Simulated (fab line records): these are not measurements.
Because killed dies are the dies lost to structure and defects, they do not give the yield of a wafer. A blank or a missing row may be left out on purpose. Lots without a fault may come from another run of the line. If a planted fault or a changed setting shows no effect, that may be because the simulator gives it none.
Code-filled problem report in 8D (eight disciplines) form    flow gf180mcu    the parts of the form that need people (team, actions taken, sign-off) are left out

## 1. WHAT WENT WRONG
run_length_s at GF_STI_ETCH_14 reads a mean of 102.7 s on 4 wafers of 3 lots; wafers without a fault read 131.2 s with a standard deviation of 0.5. That puts it -57 standard deviations away from the usual mean.
The step: etches Si in HBr/Cl2/O2, target depth 360 nm, time 102.9 s.
First observed at day 3 19:21: wafer L964.2, on rie_si-02. Wafers with a number at this step in the record: 45, from 15 lots. Rule for "out" (also "out of limits"): further than 4 standard deviations from the usual mean. Any other wafer with a number is counted as sound.

## 2. WHAT IT IS, AND WHAT IT ISN'T
question                     is                              is not
which readings at this step  run_length_s                    drypump_motor_current_A, oes_product_au
which lots                   L964, L967, L968                L957, L958, L960, L961, L962, L963, L965, L973, L974, L976, L978, L979
which wafers of those lots   L964.2, L964.4, L967.1, L968.2  L964.3, L967.3, L967.6, L968.1, L968.3
read on which tools          rie_si-02                       rie_si-01
when                         from day 3 19:21                up to then (19 sound wafers); but 22 sound wafers of L965, L967, L968, L973, L974, L976, L978, L979 came after

## 3. THE SUSPECTS, EACH WITH WHAT RULES IT OUT
Counting: if a tool at a process step up to the reading ran every lot that is out, it stays a suspect. Sound lots after the first of them don't rule it out here, since some wafers of a struck lot are sound.
- rie_si-02 at GF_STI_ETCH_14 (etches Si in HBr/Cl2/O2, target depth 360 nm, time 102.9 s): kept. It processed each lot that is out (first: L964, day 3 19:21); up to then, its last sound lot is L963 (day 3 13:19). Out on those wafers are its own readings of run_length_s.
- rie_si-02, GF_STI_ETCH_14: wafers that are out in chamber 1, sound lot-mates in chambers 0, 3.
The count leaves rie_si-02 at GF_STI_ETCH_14.

## 4. THE CAUSE (what the simulator had put in)
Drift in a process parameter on rie_si-02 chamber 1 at GF_STI_ETCH_14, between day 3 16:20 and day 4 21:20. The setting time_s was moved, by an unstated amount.
Only this tool survived the counting.

## 5. SEQUENCE OF EFFECTS, ordered by route
Rows list readings where the struck wafers' mean (over those with a number) sits beyond 3 standard deviations from the usual. Only readings whose record carries a usual standard deviation are examined. hours: median over the lots of the time between each lot's start at the first step of this table that gives one and its start at this step. sigmas: the change, counted in usual standard deviations.
hours  step             reading                   usual       on struck wafers  change  sigmas
0      GF_STI_ETCH_14   run_length_s              131.2 s     102.7             -28.5   -57
0      GF_STI_STRIP_15  oes_product_au            0.383 a.u.  0.398             +0.015  +3.2
0      GF_STI_STRIP_15  strip_time_to_endpoint_s  3.72 s      4.07              +0.35   +7.4
The process steps in it:
- GF_STI_ETCH_14: etches Si in HBr/Cl2/O2, target depth 360 nm, time 102.9 s.
- GF_STI_STRIP_15: strips in O2/N2.
Readings that are blank on the struck wafers while sound wafers have them: bias_w at GF_STI_ETCH_14.
Later steps that measure or inspect, where all struck wafers having a row at the step show a number for every such reading and not one has moved that far: GF_HV_LDD_CD_MEAS_31.

## 6. WHAT WOULD HAVE CAUGHT IT SOONER
3 hours passed between the start of the fault at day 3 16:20 and the first reading out of limits in this record, taken at day 3 19:21.
